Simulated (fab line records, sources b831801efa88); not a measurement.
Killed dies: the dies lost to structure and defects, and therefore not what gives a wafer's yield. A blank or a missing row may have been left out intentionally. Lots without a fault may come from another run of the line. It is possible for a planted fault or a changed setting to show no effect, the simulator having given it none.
Code-filled problem report in 8D (eight disciplines) form || flow sfq line || the parts of the form that need people (team, actions taken, sign-off) are left out

## 1. WHAT IS WRONG
Mean of thk nm at SFQ_TRILAYER_I1_METRO_MEASURE_047: 215.8 nm across 4 wafers in 2 lots; on wafers with no fault it is 200.2 nm (standard deviation 1.3). Measured from the usual mean, that is +12 standard deviations.
Earliest sighting: wafer L287.5 on film metro-01 at day 24 08:04. Wafers with a number at this step in the record: 42, from 14 lots. Rule for "out", or "out of limits": more than 4 standard deviations from the usual mean. Any other wafer with a number is counted as sound.

## 2. WHAT THIS IS AND IS NOT
{"question": "which readings at this step", "is": "thk nm", "is not": "-"}
{"question": "which lots", "is": "L287, L288", "is not": "L275, L276, L277, L278, L280, L281, L282, L292, L295, L296, L297, L298"}
{"question": "which wafers of those lots", "is": "L287.5, L287.6, L288.4, L288.6", "is not": "L287.1, L288.3"}
{"question": "read on which tools", "is": "film metro-01", "is not": "film metro-02, film metro-03"}
{"question": "when", "is": "from day 24 08:04", "is not": "up to then (22 sound wafers); but 16 sound wafers of L288, L292, L295, L296, L297, L298 came after"}

## 3. THE SUSPECTS, EACH WITH WHAT RULES IT OUT
Counting: if a tool at a process step up to the reading ran every lot that is out, it stays a suspect. Sound lots after the first of them don't rule it out here, since some wafers of a struck lot are sound.
- cmp-02 at SFQ_TRILAYER_I1_CMP_CMP_046 (polishes SiO2): kept. It processed each lot that is out (first: L287, day 24 05:56); up to then, its last sound lot is L282 (day 22 05:41).
- film metro-01 at SFQ_TRILAYER_I1_METRO_MEASURE_047: kept. It ran every lot that is out, first L287 (day 24 08:04). Its own thk nm readings are out on those wafers.
- Within cmp-02 at SFQ_TRILAYER_I1_CMP_CMP_046: the wafers that are out ran in chambers 1, 2; their sound lot-mates ran in chambers 0, 3.
After counting, cmp-02 at SFQ_TRILAYER_I1_CMP_CMP_046 and film metro-01 at SFQ_TRILAYER_I1_METRO_MEASURE_047 remain.

## 4. THE CAUSE (what the simulator had put in)
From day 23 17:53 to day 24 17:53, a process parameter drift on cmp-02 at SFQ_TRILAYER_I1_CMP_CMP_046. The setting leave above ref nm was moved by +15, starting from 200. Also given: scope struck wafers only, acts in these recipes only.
After counting, 2 suspects remain, this tool included.

## 5. THE CHAIN OF EFFECTS, in route order
Each row: a reading whose mean over the struck wafers that have a number lies more than 3 standard deviations from the usual. Only readings whose record carries a usual standard deviation are examined. hours: median over the lots of the time between each lot's start at the first step of this table that gives one and its start at this step. sigmas: the change, counted in usual standard deviations.
{"hours": 0, "step": "SFQ_TRILAYER_I1_METRO_MEASURE_047", "reading": "thk nm", "usual": "200.2 nm", "on struck wafers": 215.8, "change": "+15.6", "sigmas": "+12"}
{"hours": 157, "step": "SFQ_TRILAYER_I1_VIA_ETCH_VIA_ETCH_052", "reading": "oes product au", "usual": "0.855 a.u.", "on struck wafers": 0.893, "change": "+0.038", "sigmas": "+6.4"}
Its process steps:
- SFQ_TRILAYER_I1_METRO_MEASURE_047
- SFQ_TRILAYER_I1_VIA_ETCH_VIA_ETCH_052: etches SiO2 in CHF3, stops on Nb, target depth 260 nm.

## 6. HOW IT WOULD HAVE BEEN CAUGHT EARLIER
14 hours passed between the start of the fault at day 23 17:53 and the first reading out of limits in this record, taken at day 24 08:04.
An alarm limit of 4 standard deviations would not have fired on the tool readings at SFQ_TRILAYER_I1_CMP_CMP_046 for which the record gives a usual standard deviation, since none of them was out on any struck wafer.
Lots out: 2; of these, L288 started SFQ_TRILAYER_I1_CMP_CMP_046 on cmp-02 after day 24 08:04. Had the tool been put on hold then, it would have been spared.
